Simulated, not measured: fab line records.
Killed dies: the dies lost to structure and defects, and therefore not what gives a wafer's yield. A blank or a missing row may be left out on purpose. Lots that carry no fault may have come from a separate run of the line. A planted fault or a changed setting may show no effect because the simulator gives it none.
Which of the tools did it? + flow gf180mcu + 36 wafers from 12 lots sampled at 4 of the route's 602 steps

== WHAT EACH GAUGE READ, for each wafer ==
GF_V2_THK_MEAS_03. Usual: for V2_CVD_02_THK the level is 850 nm and the standard deviation is 12.
| lot  | measured     | on            | V2_CVD_02_THK (nm) | flag |
|------|--------------|---------------|--------------------|------|
| L471 | day 21 12:52 | film metro-03 | 850 861 876        |      |
| L473 | day 22 09:26 | film metro-03 | 850 867 858        |      |
| L476 | day 23 11:31 | film metro-04 | 844 846 844        |      |
| L477 | day 23 18:12 | film metro-03 | 857 857 850        |      |
| L479 | day 24 09:26 | film metro-03 | 841 830 849        |      |
| L480 | day 24 16:37 | film metro-04 | 821 855 839        |      |
| L481 | day 25 00:58 | film metro-03 | 854 861 858        |      |
| L482 | day 25 12:39 | film metro-01 | 857 868 869        |      |
| L484 | day 25 23:34 | film metro-04 | 854 872 871        |      |
| L486 | day 26 19:05 | film metro-01 | 857 867 874        |      |
| L487 | day 26 21:11 | film metro-03 | 854 861 851        |      |
| L488 | day 27 03:04 | film metro-01 | 843 870 849        |      |

== WHAT TOOL EACH LOT RAN ON (gives the tool, then ch and the chambers of the sampled wafers, and finally the start) ==
| lot  | GF_M1_SPUTTER_01             | GF_M1_STRIP_17                       | GF_V1_CMP_04                  |
|------|------------------------------|--------------------------------------|-------------------------------|
| L471 | pvd sputter-04, day 18 08:08 | plasma asher-03 ch 0,1, day 19 09:08 | cmp-02 ch 1,3, day 19 09:58   |
| L473 | pvd sputter-01, day 19 04:25 | plasma asher-02 ch 0,1, day 20 06:02 | cmp-02 ch 0,2, day 20 06:50   |
| L476 | pvd sputter-04, day 20 08:49 | plasma asher-03 ch 0,1, day 21 09:38 | cmp-02 ch 0,2,3, day 21 10:30 |
| L477 | pvd sputter-01, day 20 15:32 | plasma asher-02 ch 0,1, day 21 15:44 | cmp-02 ch 0,3, day 21 16:33   |
| L479 | pvd sputter-04, day 21 07:46 | plasma asher-03 ch 0,1, day 22 08:08 | cmp-02 ch 0,1,3, day 22 08:57 |
| L480 | pvd sputter-01, day 21 16:31 | plasma asher-03 ch 0,1, day 22 16:08 | cmp-02 ch 0,1,3, day 22 16:59 |
| L481 | pvd sputter-01, day 22 00:58 | plasma asher-04 ch 0,1, day 23 00:32 | cmp-01 ch 1,2, day 23 01:25   |
| L482 | pvd sputter-01, day 22 14:45 | plasma asher-04 ch 0,1, day 23 14:22 | cmp-01 ch 0,2,3, day 23 15:34 |
| L484 | pvd sputter-03, day 23 01:24 | plasma asher-04 ch 0,1, day 24 00:26 | cmp-01 ch 1,2, day 24 01:54   |
| L486 | pvd sputter-01, day 23 23:21 | plasma asher-03 ch 0,1, day 24 21:14 | cmp-01 ch 0,1,2, day 24 22:11 |
| L487 | pvd sputter-04, day 24 01:25 | plasma asher-04 ch 0,1, day 24 23:29 | cmp-02 ch 0,1, day 25 00:17   |
| L488 | pvd sputter-03, day 24 07:04 | plasma asher-04 ch 0,1, day 25 05:14 | cmp-02 ch 1,2,3, day 25 06:08 |
- GF_M1_SPUTTER_01: material TiN, target thk 30 nm, time 25 s.
- GF_M1_STRIP_17: strips in O2/N2.
- GF_V1_CMP_04: polishes SiO2.

== WHAT THE TOOLS THEMSELVES READ (means of the sampled wafers that have a number; where no wafer has one, the mark that the record gives instead) ==
GF_M1_SPUTTER_01. Usual: throttle valve pct at 31.0 %, with a standard deviation of 1.
| lot  | tool           | throttle valve pct (%) | flag |
|------|----------------|------------------------|------|
| L471 | pvd sputter-04 | 30.7                   |      |
| L473 | pvd sputter-01 | 31.6                   |      |
| L476 | pvd sputter-04 | 31.7                   |      |
| L477 | pvd sputter-01 | 31.6                   |      |
| L479 | pvd sputter-04 | 30.6                   |      |
| L480 | pvd sputter-01 | 31.5                   |      |
| L481 | pvd sputter-01 | 31.6                   |      |
| L482 | pvd sputter-01 | 31.7                   |      |
| L484 | pvd sputter-03 | 30.5                   |      |
| L486 | pvd sputter-01 | 30.6                   |      |
| L487 | pvd sputter-04 | 31.3                   |      |
| L488 | pvd sputter-03 | 31.0                   |      |

GF_M1_STRIP_17. Usual: drypump motor current A 5.3 A, standard deviation 0.63; heater power w 344 W, standard deviation 33; n2 flow sccm 299.9 sccm, standard deviation 0.93; oes product au 0.538 a.u., standard deviation 0.0049; platen temp c 249.96 C, standard deviation 0.17; strip time to endpoint s 7.39 s, standard deviation 0.042.
| lot  | tool            | drypump motor current A (A) | heater power w (W) | n2 flow sccm (sccm) | oes product au (a.u.) | platen temp c (C) | strip time to endpoint s (s) | flag |
|------|-----------------|-----------------------------|--------------------|---------------------|-----------------------|-------------------|------------------------------|------|
| L471 | plasma asher-03 | 4.8                         | 302                | 300.3               | 0.535                 | 250.03            | 7.37                         |      |
| L473 | plasma asher-02 | 5.7                         | 343                | 299.7               | 0.536                 | 249.98            | 7.38                         |      |
| L476 | plasma asher-03 | 4.8                         | 324                | 299.7               | 0.541                 | 250.06            | 7.42                         |      |
| L477 | plasma asher-02 | 5.2                         | 358                | 298.7               | 0.539                 | 250.02            | 7.32                         |      |
| L479 | plasma asher-03 | 4.8                         | 330                | 300.2               | 0.528                 | 249.86            | 7.31                         |      |
| L480 | plasma asher-03 | 4.8                         | 304                | 299.6               | 0.535                 | 250.10            | 7.40                         |      |
| L481 | plasma asher-04 | 5.4                         | 366                | 300.1               | 0.539                 | 249.92            | 7.40                         |      |
| L482 | plasma asher-04 | 5.8                         | 367                | 299.9               | 0.540                 | 249.79            | 7.43                         |      |
| L484 | plasma asher-04 | 5.8                         | 375                | 299.2               | 0.540                 | 250.21            | 7.43                         |      |
| L486 | plasma asher-03 | 4.8                         | 333                | 298.7               | 0.539                 | 249.88            | 7.38                         |      |
| L487 | plasma asher-04 | 5.8                         | 370                | 299.6               | 0.544                 | 249.74            | 7.41                         |      |
| L488 | plasma asher-04 | 5.4                         | 364                | 300.9               | 0.538                 | 249.83            | 7.37                         |      |

GF_V1_CMP_04. Usual: edge zone pressure frac 1.000, standard deviation 0.0047; motor current A 12.8 A, standard deviation 1.2; platen rpm 60.00 rpm, standard deviation 0.044; slurry flow ml min 149.9, standard deviation 0.5; time to endpoint s 79 s, standard deviation 4.7.
| lot  | tool   | edge zone pressure frac | motor current A (A) | platen rpm (rpm) | slurry flow ml min | time to endpoint s (s) | flag |
|------|--------|-------------------------|---------------------|------------------|--------------------|------------------------|------|
| L471 | cmp-02 | 1.005                   | 11.3                | 59.96            | 150.7              | 83                     |      |
| L473 | cmp-02 | 0.998                   | 13.3                | 60.00            | 149.9              | 79                     |      |
| L476 | cmp-02 | 0.997                   | 13.0                | 59.98            | 149.9              | 77                     |      |
| L477 | cmp-02 | 0.998                   | 12.2                | 66.01            | 150.1              | 74                     | OFF  |
| L479 | cmp-02 | 0.998                   | 11.8                | 66.04            | 150.1              | 69                     | OFF  |
| L480 | cmp-02 | 0.998                   | 11.3                | 66.02            | 149.8              | 78                     | OFF  |
| L481 | cmp-01 | 0.994                   | 13.3                | 59.95            | 150.0              | 83                     |      |
| L482 | cmp-01 | 1.001                   | 13.2                | 59.98            | 149.9              | 81                     |      |
| L484 | cmp-01 | 1.000                   | 13.6                | 60.03            | 149.8              | 77                     |      |
| L486 | cmp-01 | 1.002                   | 13.7                | 60.05            | 150.5              | 79                     |      |
| L487 | cmp-02 | 0.995                   | 11.7                | 59.97            | 150.0              | 82                     |      |
| L488 | cmp-02 | 1.002                   | 12.1                | 60.05            | 150.3              | 82                     |      |

== THE ANSWER, worked out from the rows above alone ==
Rule: take the mean of a lot's wafers that have a number; if it is more than 3 standard deviations from the usual mean, the lot is off. Also off: a lot with no number at a reading for which 4 or more lots have one. The other lots that the step has rows for count as sound. The gauges are gone through in route order, then the tools' own readings, and for those a lot's mean is taken as printed above. At the first step where some lot is off, the reading lying furthest off is the one used; lots without a number count as furthest.
Off: L477, L479, L480, at GF_V1_CMP_04 (platen rpm).
If a tool, at that step or one of the process steps before it, ran each lot that is off and ran no sound lot following the first of them, it fits. No candidate that was tried fits.

== WHAT THE SIMULATOR HAD PUT IN ==
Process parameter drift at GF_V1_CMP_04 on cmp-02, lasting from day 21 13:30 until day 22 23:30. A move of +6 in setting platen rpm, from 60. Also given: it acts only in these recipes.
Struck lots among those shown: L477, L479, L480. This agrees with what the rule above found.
